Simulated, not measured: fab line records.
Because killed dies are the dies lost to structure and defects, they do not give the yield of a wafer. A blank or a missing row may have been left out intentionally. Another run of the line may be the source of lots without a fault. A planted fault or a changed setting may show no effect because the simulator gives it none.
fab line records || flow sky130
record: {"lots": 6, "wafers": 18, "last_day": 50}
route steps=708 shown SONOS_ONO@171
lots with no fault: from the same line, run without faults
start_h: hours from the record's first day to the start of the lot's first wafer shown || wait_h: time in hours since the lot's previous step || " identical to the entry in the row above || L1.1+2: a row that stands for several wafers || - no value, or no start was given || * or withheld: withheld || < > ~ a bound
route shown NAME@n: names a module that has steps shown in the file, with the first one's number in the route || usual: mean/standard deviation taken from wafers without a fault || same: alike in all rows || chamber/n: place in a boat || sites: each site's reading || _std_site: how widely they spread, as a standard deviation || _edge_site: outer sites' mean less inner sites' || radius_mm: for every site, how far away it sits from the centre of the wafer || mask NAME#n: copy n || behind: the tool/chamber that last shaped the wafer || hold: why the lot was held/for how many hours/how that ended || device: transistor that didn't switch, given as n, p or np || end of line: tests run on the same wafers once the route is complete || a step with no rows: only its recipe || killed: the dies lost at the first sort to structure and to defects; this is not the yield of the wafer || map: a wafer's dies, x killed, . not, _ none there
set.NAME: the setting as run; set.NAME@STEP: as run at that earlier step || model.NAME: the simulator's own value behind a step, which no gauge read
lots seen at some steps along the route; tables by step, rows by wafer
services: the hour from which a tool's chamber was out of use, counted from the record's first day as start_h (under 0 if before that day), plus the number of hours and why
== steps ==
step: SKY_SONOS_ONO_THK_MEAS_03
recipe: {"reads": "Si3N4_of_SONOS_ONO_CVD_02"}
usual: {"SONOS_ONO_CVD_02_THK": "10.48/0.15"}
{"lot.wafer": "L433.1", "tool": "film_metro-04", "chamber": "-", "start_h": 267.27, "wait_h": 0.0, "SONOS_ONO_CVD_02_THK[nm]": 10.69}
{"lot.wafer": "L433.4", "tool": "film_metro-04", "chamber": "-", "start_h": 267.27, "wait_h": 0.0, "SONOS_ONO_CVD_02_THK[nm]": 10.72}
{"lot.wafer": "L433.5", "tool": "film_metro-04", "chamber": "-", "start_h": 267.27, "wait_h": 0.0, "SONOS_ONO_CVD_02_THK[nm]": 10.52}
{"lot.wafer": "L437.1", "tool": "film_metro-02", "chamber": "-", "start_h": 295.65, "wait_h": 0.0, "SONOS_ONO_CVD_02_THK[nm]": 10.42}
{"lot.wafer": "L437.2", "tool": "film_metro-02", "chamber": "-", "start_h": 295.65, "wait_h": 0.0, "SONOS_ONO_CVD_02_THK[nm]": 10.64}
{"lot.wafer": "L437.3", "tool": "film_metro-02", "chamber": "-", "start_h": 295.65, "wait_h": 0.0, "SONOS_ONO_CVD_02_THK[nm]": 10.47}
{"lot.wafer": "L438.1", "tool": "film_metro-03", "chamber": "-", "start_h": 303.75, "wait_h": 0.0, "SONOS_ONO_CVD_02_THK[nm]": 10.63}
{"lot.wafer": "L438.4", "tool": "film_metro-03", "chamber": "-", "start_h": 303.75, "wait_h": 0.0, "SONOS_ONO_CVD_02_THK[nm]": 10.42}
{"lot.wafer": "L438.5", "tool": "film_metro-03", "chamber": "-", "start_h": 303.75, "wait_h": 0.0, "SONOS_ONO_CVD_02_THK[nm]": 10.43}
{"lot.wafer": "L448.1", "tool": "film_metro-02", "chamber": "-", "start_h": 382.55, "wait_h": 0.0, "SONOS_ONO_CVD_02_THK[nm]": 10.53}
{"lot.wafer": "L448.5", "tool": "film_metro-02", "chamber": "-", "start_h": 382.55, "wait_h": 0.0, "SONOS_ONO_CVD_02_THK[nm]": 10.40}
{"lot.wafer": "L448.6", "tool": "film_metro-02", "chamber": "-", "start_h": 382.55, "wait_h": 0.0, "SONOS_ONO_CVD_02_THK[nm]": 10.43}
{"lot.wafer": "L449.3", "tool": "film_metro-02", "chamber": "-", "start_h": 389.28, "wait_h": 0.0, "SONOS_ONO_CVD_02_THK[nm]": 10.38}
{"lot.wafer": "L449.4", "tool": "film_metro-02", "chamber": "-", "start_h": 389.28, "wait_h": 0.0, "SONOS_ONO_CVD_02_THK[nm]": 10.23}
{"lot.wafer": "L449.5", "tool": "film_metro-02", "chamber": "-", "start_h": 389.28, "wait_h": 0.0, "SONOS_ONO_CVD_02_THK[nm]": 10.30}
{"lot.wafer": "L454.3", "tool": "film_metro-04", "chamber": "-", "start_h": 433.31, "wait_h": 0.0, "SONOS_ONO_CVD_02_THK[nm]": 10.23}
{"lot.wafer": "L454.4", "tool": "film_metro-04", "chamber": "-", "start_h": 433.31, "wait_h": 0.0, "SONOS_ONO_CVD_02_THK[nm]": 10.41}
{"lot.wafer": "L454.6", "tool": "film_metro-04", "chamber": "-", "start_h": 433.31, "wait_h": 0.0, "SONOS_ONO_CVD_02_THK[nm]": 10.22}
step: SKY_SONOS_ONO_CVD_04
recipe: {"material": "SiO2", "precursor": "SiH4/N2O", "target_thk_nm": 5.7199, "temp_c": 900, "pressure_mtorr": 400}
step: SKY_SONOS_ONO_THK_MEAS_05
recipe: {"reads": "SiO2_of_SONOS_ONO_CVD_04"}
usual: {"SONOS_ONO_CVD_04_THK": "5.76/0.096"}
{"lot.wafer": "L433.1", "tool": "film_metro-04", "chamber": "-", "start_h": 268.58, "wait_h": 0.0, "SONOS_ONO_CVD_04_THK[nm]": 5.73}
{"lot.wafer": "L433.4", "tool": "film_metro-04", "chamber": "-", "start_h": 268.58, "wait_h": 0.0, "SONOS_ONO_CVD_04_THK[nm]": 5.60}
{"lot.wafer": "L433.5", "tool": "film_metro-04", "chamber": "-", "start_h": 268.58, "wait_h": 0.0, "SONOS_ONO_CVD_04_THK[nm]": 5.65}
{"lot.wafer": "L437.1", "tool": "film_metro-03", "chamber": "-", "start_h": 296.96, "wait_h": 0.0, "SONOS_ONO_CVD_04_THK[nm]": 5.77}
{"lot.wafer": "L437.2", "tool": "film_metro-03", "chamber": "-", "start_h": 296.96, "wait_h": 0.0, "SONOS_ONO_CVD_04_THK[nm]": 5.77}
{"lot.wafer": "L437.3", "tool": "film_metro-03", "chamber": "-", "start_h": 296.96, "wait_h": 0.0, "SONOS_ONO_CVD_04_THK[nm]": 5.75}
{"lot.wafer": "L438.1", "tool": "film_metro-03", "chamber": "-", "start_h": 305.06, "wait_h": 0.0, "SONOS_ONO_CVD_04_THK[nm]": 5.84}
{"lot.wafer": "L438.4", "tool": "film_metro-03", "chamber": "-", "start_h": 305.06, "wait_h": 0.0, "SONOS_ONO_CVD_04_THK[nm]": 5.79}
{"lot.wafer": "L438.5", "tool": "film_metro-03", "chamber": "-", "start_h": 305.06, "wait_h": 0.0, "SONOS_ONO_CVD_04_THK[nm]": 5.78}
{"lot.wafer": "L448.1", "tool": "film_metro-02", "chamber": "-", "start_h": 383.86, "wait_h": 0.0, "SONOS_ONO_CVD_04_THK[nm]": 5.74}
{"lot.wafer": "L448.5", "tool": "film_metro-02", "chamber": "-", "start_h": 383.86, "wait_h": 0.0, "SONOS_ONO_CVD_04_THK[nm]": 5.89}
{"lot.wafer": "L448.6", "tool": "film_metro-02", "chamber": "-", "start_h": 383.86, "wait_h": 0.0, "SONOS_ONO_CVD_04_THK[nm]": 5.87}
{"lot.wafer": "L449.3", "tool": "film_metro-04", "chamber": "-", "start_h": 390.59, "wait_h": 0.0, "SONOS_ONO_CVD_04_THK[nm]": 5.87}
{"lot.wafer": "L449.4", "tool": "film_metro-04", "chamber": "-", "start_h": 390.59, "wait_h": 0.0, "SONOS_ONO_CVD_04_THK[nm]": 5.84}
{"lot.wafer": "L449.5", "tool": "film_metro-04", "chamber": "-", "start_h": 390.59, "wait_h": 0.0, "SONOS_ONO_CVD_04_THK[nm]": 5.83}
{"lot.wafer": "L454.3", "tool": "film_metro-03", "chamber": "-", "start_h": 435.25, "wait_h": 0.0, "SONOS_ONO_CVD_04_THK[nm]": 5.71}
{"lot.wafer": "L454.4", "tool": "film_metro-03", "chamber": "-", "start_h": 435.25, "wait_h": 0.0, "SONOS_ONO_CVD_04_THK[nm]": 5.83}
{"lot.wafer": "L454.6", "tool": "film_metro-03", "chamber": "-", "start_h": 435.25, "wait_h": 0.0, "SONOS_ONO_CVD_04_THK[nm]": 5.86}
step: SKY_SONOS_ONO_DEHYDRATE_06
recipe: {"temp_c": 200, "time_s": 60}
step: SKY_SONOS_ONO_HMDS_07
recipe: {"prime_time_s": 60, "prime_temp_c": 120}
step: SKY_SONOS_ONO_COAT_08
recipe: {"resist": "NOVOLAK", "spin_rpm": 3000, "resist_thk_nm": 1140}
step: SKY_SONOS_ONO_SOFTBAKE_09
recipe: {"temp_c": 90, "time_s": 60, "resist": "NOVOLAK"}
step: SKY_SONOS_ONO_EXPOSE_10
recipe: {"mask_id": "ONOM", "target_cd_nm": 410, "na": 0.6, "source_shape": "conventional", "sigma_outer": 0.6, "dose_mj": 150}
step: SKY_SONOS_ONO_PEB_11
recipe: {"temp_c": "withheld", "time_s": "*", "resist": "NOVOLAK"}
step: SKY_SONOS_ONO_DEVELOP_12
recipe: {"develop_time_s": 60, "dev_temp_c": 23}
step: SKY_SONOS_ONO_CD_MEAS_13
recipe: {"target_cd_nm": 410}
usual: {"cd_nm": "410.1/2"}
{"lot.wafer": "L433.1", "tool": "cd_sem-02", "chamber": "-", "start_h": 291.92, "wait_h": 0.1, "cd_nm": 409.2}
{"lot.wafer": "L433.4", "tool": "cd_sem-02", "chamber": "-", "start_h": 291.92, "wait_h": 0.1, "cd_nm": 410.1}
{"lot.wafer": "L433.5", "tool": "cd_sem-02", "chamber": "-", "start_h": 291.92, "wait_h": 0.1, "cd_nm": 409.1}
{"lot.wafer": "L437.1", "tool": "cd_sem-02", "chamber": "-", "start_h": 323.27, "wait_h": 0.1, "cd_nm": 408.6}
{"lot.wafer": "L437.2", "tool": "cd_sem-02", "chamber": "-", "start_h": 323.27, "wait_h": 0.1, "cd_nm": 407.9}
{"lot.wafer": "L437.3", "tool": "cd_sem-02", "chamber": "-", "start_h": 323.27, "wait_h": 0.1, "cd_nm": 408.7}
{"lot.wafer": "L438.1", "tool": "cd_sem-02", "chamber": "-", "start_h": 331.57, "wait_h": 0.1, "cd_nm": 408.1}
{"lot.wafer": "L438.4", "tool": "cd_sem-02", "chamber": "-", "start_h": 331.57, "wait_h": 0.1, "cd_nm": 408.7}
{"lot.wafer": "L438.5", "tool": "cd_sem-02", "chamber": "-", "start_h": 331.57, "wait_h": 0.1, "cd_nm": 408.1}
{"lot.wafer": "L448.1", "tool": "cd_sem-02", "chamber": "-", "start_h": 412.22, "wait_h": 0.1, "cd_nm": 410.6}
{"lot.wafer": "L448.5", "tool": "cd_sem-02", "chamber": "-", "start_h": 412.22, "wait_h": 0.1, "cd_nm": 410.9}
{"lot.wafer": "L448.6", "tool": "cd_sem-02", "chamber": "-", "start_h": 412.22, "wait_h": 0.1, "cd_nm": 409.4}
{"lot.wafer": "L449.3", "tool": "cd_sem-01", "chamber": "-", "start_h": 420.81, "wait_h": 0.1, "cd_nm": 410.6}
{"lot.wafer": "L449.4", "tool": "cd_sem-01", "chamber": "-", "start_h": 420.81, "wait_h": 0.1, "cd_nm": 408.7}
{"lot.wafer": "L449.5", "tool": "cd_sem-01", "chamber": "-", "start_h": 420.81, "wait_h": 0.1, "cd_nm": 407.6}
{"lot.wafer": "L454.3", "tool": "cd_sem-01", "chamber": "-", "start_h": 465.61, "wait_h": 0.1, "cd_nm": 409.5}
{"lot.wafer": "L454.4", "tool": "cd_sem-01", "chamber": "-", "start_h": 465.61, "wait_h": 0.1, "cd_nm": 408.1}
{"lot.wafer": "L454.6", "tool": "cd_sem-01", "chamber": "-", "start_h": 465.61, "wait_h": 0.1, "cd_nm": 412.1}
step: SKY_SONOS_ONO_OVL_MEAS_14
usual: {"SONOS_ONO_OVL": "0.8/1.6"}
{"lot.wafer": "L433.1", "tool": "overlay-01", "chamber": "-", "start_h": 292.04, "wait_h": 0.1, "SONOS_ONO_OVL[nm]": 1.9}
{"lot.wafer": "L433.4", "tool": "overlay-01", "chamber": "-", "start_h": 292.04, "wait_h": 0.1, "SONOS_ONO_OVL[nm]": 2.8}
{"lot.wafer": "L433.5", "tool": "overlay-01", "chamber": "-", "start_h": 292.04, "wait_h": 0.1, "SONOS_ONO_OVL[nm]": 2.1}
{"lot.wafer": "L437.1", "tool": "overlay-02", "chamber": "-", "start_h": 323.39, "wait_h": 0.1, "SONOS_ONO_OVL[nm]": 0.9}
{"lot.wafer": "L437.2", "tool": "overlay-02", "chamber": "-", "start_h": 323.39, "wait_h": 0.1, "SONOS_ONO_OVL[nm]": 0.6}
{"lot.wafer": "L437.3", "tool": "overlay-02", "chamber": "-", "start_h": 323.39, "wait_h": 0.1, "SONOS_ONO_OVL[nm]": 0.2}
{"lot.wafer": "L438.1", "tool": "overlay-02", "chamber": "-", "start_h": 331.69, "wait_h": 0.1, "SONOS_ONO_OVL[nm]": 0.6}
{"lot.wafer": "L438.4", "tool": "overlay-02", "chamber": "-", "start_h": 331.69, "wait_h": 0.1, "SONOS_ONO_OVL[nm]": -0.8}
{"lot.wafer": "L438.5", "tool": "overlay-02", "chamber": "-", "start_h": 331.69, "wait_h": 0.1, "SONOS_ONO_OVL[nm]": -0.9}
{"lot.wafer": "L448.1", "tool": "overlay-01", "chamber": "-", "start_h": 412.34, "wait_h": 0.1, "SONOS_ONO_OVL[nm]": 0.6}
{"lot.wafer": "L448.5", "tool": "overlay-01", "chamber": "-", "start_h": 412.34, "wait_h": 0.1, "SONOS_ONO_OVL[nm]": 1.9}
{"lot.wafer": "L448.6", "tool": "overlay-01", "chamber": "-", "start_h": 412.34, "wait_h": 0.1, "SONOS_ONO_OVL[nm]": 2.3}
{"lot.wafer": "L449.3", "tool": "overlay-01", "chamber": "-", "start_h": 420.90, "wait_h": 0.1, "SONOS_ONO_OVL[nm]": -0.6}
{"lot.wafer": "L449.4", "tool": "overlay-01", "chamber": "-", "start_h": 420.90, "wait_h": 0.1, "SONOS_ONO_OVL[nm]": 0.4}
{"lot.wafer": "L449.5", "tool": "overlay-01", "chamber": "-", "start_h": 420.90, "wait_h": 0.1, "SONOS_ONO_OVL[nm]": 0.7}
{"lot.wafer": "L454.3", "tool": "overlay-01", "chamber": "-", "start_h": 465.70, "wait_h": 0.1, "SONOS_ONO_OVL[nm]": 0.1}
{"lot.wafer": "L454.4", "tool": "overlay-01", "chamber": "-", "start_h": 465.70, "wait_h": 0.1, "SONOS_ONO_OVL[nm]": 1.8}
{"lot.wafer": "L454.6", "tool": "overlay-01", "chamber": "-", "start_h": 465.70, "wait_h": 0.1, "SONOS_ONO_OVL[nm]": 0.8}
step: SKY_SONOS_ONO_ETCH_15
recipe: {"target_depth_nm": 19.52, "chemistry": "CHF3/O2", "source_w": 600, "bias_w": 200, "pressure_mtorr": 40, "chf3_flow_sccm": 50, "O2_flow_sccm": 5, "time_s": 7.8}
usual: {"drypump_motor_current_A": "5.9/0.55", "oes_product_au": "0.999/0.0081", "rf_fwd_power_W": "588/3.1", "throttle_valve_pct": "8.825/0.0096"}
{"lot.wafer": "L433.1", "tool": "rie_diel-04", "chamber": 2, "start_h": 292.08, "wait_h": 0.0, "drypump_motor_current_A": 6.2, "oes_product_au": 1.020, "rf_fwd_power_W": 589, "rf_hours_counter_h": 39, "throttle_valve_pct": 8.842, "model.etch.depth_nm": 19.98, "model.SONOS_ONO.feature_depth_nm": 19.98}
{"lot.wafer": "L433.4", "tool": "rie_diel-04", "chamber": 3, "start_h": 292.08, "wait_h": 0.0, "drypump_motor_current_A": 6.3, "oes_product_au": 1.002, "rf_fwd_power_W": 588, "rf_hours_counter_h": "-", "throttle_valve_pct": 8.841, "model.etch.depth_nm": 19.76, "model.SONOS_ONO.feature_depth_nm": 19.76}
{"lot.wafer": "L433.5", "tool": "rie_diel-04", "chamber": 0, "start_h": 292.08, "wait_h": 0.0, "drypump_motor_current_A": 5.9, "oes_product_au": 1.003, "rf_fwd_power_W": 592, "rf_hours_counter_h": "-", "throttle_valve_pct": 8.821, "model.etch.depth_nm": 19.53, "model.SONOS_ONO.feature_depth_nm": 19.53}
{"lot.wafer": "L437.1", "tool": "rie_diel-02", "chamber": 2, "start_h": 323.42, "wait_h": 0.0, "drypump_motor_current_A": 5.9, "oes_product_au": 0.992, "rf_fwd_power_W": 586, "rf_hours_counter_h": 33, "throttle_valve_pct": 8.821, "model.etch.depth_nm": 19.5, "model.SONOS_ONO.feature_depth_nm": 19.5}
{"lot.wafer": "L437.2", "tool": "rie_diel-02", "chamber": 3, "start_h": 323.42, "wait_h": 0.0, "drypump_motor_current_A": 6.5, "oes_product_au": 0.996, "rf_fwd_power_W": 586, "rf_hours_counter_h": 8, "throttle_valve_pct": 8.823, "model.etch.depth_nm": 19.54, "model.SONOS_ONO.feature_depth_nm": 19.54}
{"lot.wafer": "L437.3", "tool": "rie_diel-02", "chamber": 0, "start_h": 323.42, "wait_h": 0.0, "drypump_motor_current_A": 5.5, "oes_product_au": 0.999, "rf_fwd_power_W": 584, "rf_hours_counter_h": 105, "throttle_valve_pct": 8.839, "model.etch.depth_nm": 19.54, "model.SONOS_ONO.feature_depth_nm": 19.54}
{"lot.wafer": "L438.1", "tool": "rie_diel-04", "chamber": 1, "start_h": 331.73, "wait_h": 0.0, "drypump_motor_current_A": 6.2, "oes_product_au": 1.002, "rf_fwd_power_W": 590, "rf_hours_counter_h": 1, "throttle_valve_pct": 8.828, "model.etch.depth_nm": 19.49, "model.SONOS_ONO.feature_depth_nm": 19.49}
{"lot.wafer": "L438.4", "tool": "rie_diel-04", "chamber": 0, "start_h": 331.73, "wait_h": 0.0, "drypump_motor_current_A": 5.9, "oes_product_au": 0.995, "rf_fwd_power_W": 592, "rf_hours_counter_h": 4, "throttle_valve_pct": 8.807, "model.etch.depth_nm": 19.45, "model.SONOS_ONO.feature_depth_nm": 19.45}
{"lot.wafer": "L438.5", "tool": "rie_diel-04", "chamber": 1, "start_h": 331.73, "wait_h": 0.0, "drypump_motor_current_A": 6.2, "oes_product_au": 1.007, "rf_fwd_power_W": 590, "rf_hours_counter_h": "-", "throttle_valve_pct": 8.834, "model.etch.depth_nm": 19.58, "model.SONOS_ONO.feature_depth_nm": 19.58}
{"lot.wafer": "L448.1", "tool": "rie_diel-02", "chamber": 0, "start_h": 412.37, "wait_h": 0.0, "drypump_motor_current_A": 5.5, "oes_product_au": 1.001, "rf_fwd_power_W": 586, "rf_hours_counter_h": 107, "throttle_valve_pct": 8.820, "model.etch.depth_nm": 19.62, "model.SONOS_ONO.feature_depth_nm": 19.62}
{"lot.wafer": "L448.5", "tool": "rie_diel-02", "chamber": 0, "start_h": 412.37, "wait_h": 0.0, "drypump_motor_current_A": 5.5, "oes_product_au": 0.999, "rf_fwd_power_W": 587, "rf_hours_counter_h": "-", "throttle_valve_pct": 8.830, "model.etch.depth_nm": 19.46, "model.SONOS_ONO.feature_depth_nm": 19.46}
{"lot.wafer": "L448.6", "tool": "rie_diel-02", "chamber": 3, "start_h": 412.37, "wait_h": 0.0, "drypump_motor_current_A": 6.5, "oes_product_au": 0.963, "rf_fwd_power_W": 489, "rf_hours_counter_h": "-", "throttle_valve_pct": 8.825, "model.etch.depth_nm": 18.37, "model.SONOS_ONO.feature_depth_nm": 18.37}
{"lot.wafer": "L449.3", "tool": "rie_diel-02", "chamber": 3, "start_h": 420.93, "wait_h": 0.0, "drypump_motor_current_A": 6.5, "oes_product_au": 0.960, "rf_fwd_power_W": 490, "rf_hours_counter_h": 10, "throttle_valve_pct": 8.810, "model.etch.depth_nm": 18.42, "model.SONOS_ONO.feature_depth_nm": 18.42}
{"lot.wafer": "L449.4", "tool": "rie_diel-02", "chamber": 1, "start_h": 420.93, "wait_h": 0.0, "drypump_motor_current_A": 5.0, "oes_product_au": 1.000, "rf_fwd_power_W": 591, "rf_hours_counter_h": 61, "throttle_valve_pct": 8.827, "model.etch.depth_nm": 19.63, "model.SONOS_ONO.feature_depth_nm": 19.63}
{"lot.wafer": "L449.5", "tool": "rie_diel-02", "chamber": 3, "start_h": 420.93, "wait_h": 0.0, "drypump_motor_current_A": 6.5, "oes_product_au": 0.949, "rf_fwd_power_W": 490, "rf_hours_counter_h": "-", "throttle_valve_pct": 8.804, "model.etch.depth_nm": 18.15, "model.SONOS_ONO.feature_depth_nm": 18.15}
{"lot.wafer": "L454.3", "tool": "rie_diel-03", "chamber": 0, "start_h": 465.73, "wait_h": 0.0, "drypump_motor_current_A": 5.2, "oes_product_au": 0.999, "rf_fwd_power_W": 588, "rf_hours_counter_h": 5, "throttle_valve_pct": 8.809, "model.etch.depth_nm": 19.3, "model.SONOS_ONO.feature_depth_nm": 19.3}
{"lot.wafer": "L454.4", "tool": "rie_diel-03", "chamber": 2, "start_h": 465.73, "wait_h": 0.0, "drypump_motor_current_A": 6.7, "oes_product_au": 0.993, "rf_fwd_power_W": 591, "rf_hours_counter_h": 13, "throttle_valve_pct": 8.799, "model.etch.depth_nm": 19.24, "model.SONOS_ONO.feature_depth_nm": 19.24}
{"lot.wafer": "L454.6", "tool": "rie_diel-03", "chamber": 1, "start_h": 465.73, "wait_h": 0.0, "drypump_motor_current_A": 6.5, "oes_product_au": 0.994, "rf_fwd_power_W": 591, "rf_hours_counter_h": "-", "throttle_valve_pct": 8.824, "model.etch.depth_nm": 19.49, "model.SONOS_ONO.feature_depth_nm": 19.49}
step: SKY_SONOS_ONO_WET_ETCH_16
recipe: {"chemistry": "dHF", "target_depth_nm": 14, "dry": "n2_spin", "target": "SiO2", "dilution": "100:1", "temp_c": 25, "time_s": 280}
== services ==
{"tool": "rie_diel-04", "chamber": 1, "start_h": 270.69, "hours": "-", "kind": "clean"}
{"tool": "rie_diel-04", "chamber": 1, "start_h": 270.69, "hours": 23.8, "kind": "scheduled_down"}
{"tool": "rie_diel-04", "chamber": 1, "start_h": 270.69, "hours": 23.8, "kind": "vent_cycle"}
{"tool": "rie_diel-03", "chamber": 3, "start_h": 302.03, "hours": "-", "kind": "clean"}
{"tool": "rie_diel-03", "chamber": 3, "start_h": 302.03, "hours": 11.4, "kind": "scheduled_down"}
{"tool": "rie_diel-03", "chamber": 3, "start_h": 302.03, "hours": 11.4, "kind": "vent_cycle"}
{"tool": "rie_diel-03", "chamber": 2, "start_h": 303.60, "hours": 14.1, "kind": "repair"}
{"tool": "rie_diel-04", "chamber": 3, "start_h": 338.93, "hours": "-", "kind": "clean"}
{"tool": "rie_diel-04", "chamber": 3, "start_h": 338.93, "hours": 16.7, "kind": "scheduled_down"}
{"tool": "rie_diel-04", "chamber": 3, "start_h": 338.93, "hours": 16.7, "kind": "vent_cycle"}
{"tool": "rie_diel-03", "chamber": 2, "start_h": 340.11, "hours": 3.8, "kind": "repair"}
{"tool": "rie_diel-04", "chamber": "-", "start_h": 358.93, "hours": 0.6, "kind": "repair"}
{"tool": "rie_diel-02", "chamber": 0, "start_h": 359.53, "hours": 9.0, "kind": "repair"}
{"tool": "rie_diel-04", "chamber": 1, "start_h": 392.41, "hours": 7.3, "kind": "repair"}
{"tool": "rie_diel-03", "chamber": 1, "start_h": 393.82, "hours": 9.3, "kind": "repair"}
{"tool": "rie_diel-03", "chamber": 1, "start_h": 403.14, "hours": "-", "kind": "clean"}
{"tool": "rie_diel-03", "chamber": 1, "start_h": 403.14, "hours": 18.0, "kind": "scheduled_down"}
{"tool": "rie_diel-03", "chamber": 1, "start_h": 403.14, "hours": 18.0, "kind": "vent_cycle"}
{"tool": "rie_diel-02", "chamber": 0, "start_h": 422.09, "hours": "-", "kind": "clean"}
{"tool": "rie_diel-02", "chamber": 0, "start_h": 422.09, "hours": 20.1, "kind": "scheduled_down"}
{"tool": "rie_diel-02", "chamber": 0, "start_h": 422.09, "hours": 20.1, "kind": "vent_cycle"}
{"tool": "rie_diel-04", "chamber": "-", "start_h": 447.91, "hours": 2.8, "kind": "pm"}
{"tool": "rie_diel-03", "chamber": 3, "start_h": 458.60, "hours": 1.3, "kind": "repair"}
== key ==
first_sign: {"step": "SKY_SONOS_ONO_ETCH_15", "reading": "rf_fwd_power_W", "direction": "down", "sigmas": 32, "usual": 588, "struck": 490}
effect: {"step": "SKY_SONOS_ONO_ETCH_15", "reading": "oes_product_au", "direction": "down", "sigmas": 5.2, "usual": 0.999, "struck": 0.957}
model_effect: {"step": "SKY_SONOS_ONO_ETCH_15", "value": "etch.depth_nm", "without": 19.58, "struck": 18.31}
met_at SKY_SONOS_ONO_ETCH_15
struck_wafers L448.6,L449.3,L449.5
tester_left_out L448,L449
onset_between 323.42 412.37
fault: {"kind": "process_parameter_drift", "tool": "rie_diel-02", "chamber": 3, "onset_h": 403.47, "steps": "SKY_SONOS_ONO_ETCH_15", "channel": "source_w", "offset": -96, "shape": "step", "end_h": 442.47, "acts_in": "these_recipes_only", "stated": 600}
tester_left_out: of these lots the tester's yield and bins aren't shown, on N5 and GAA mostly nor the transistor test; their killed dies are dies lost to structure and defects alone, not to doping, threshold or leakage, so they don't give the yield
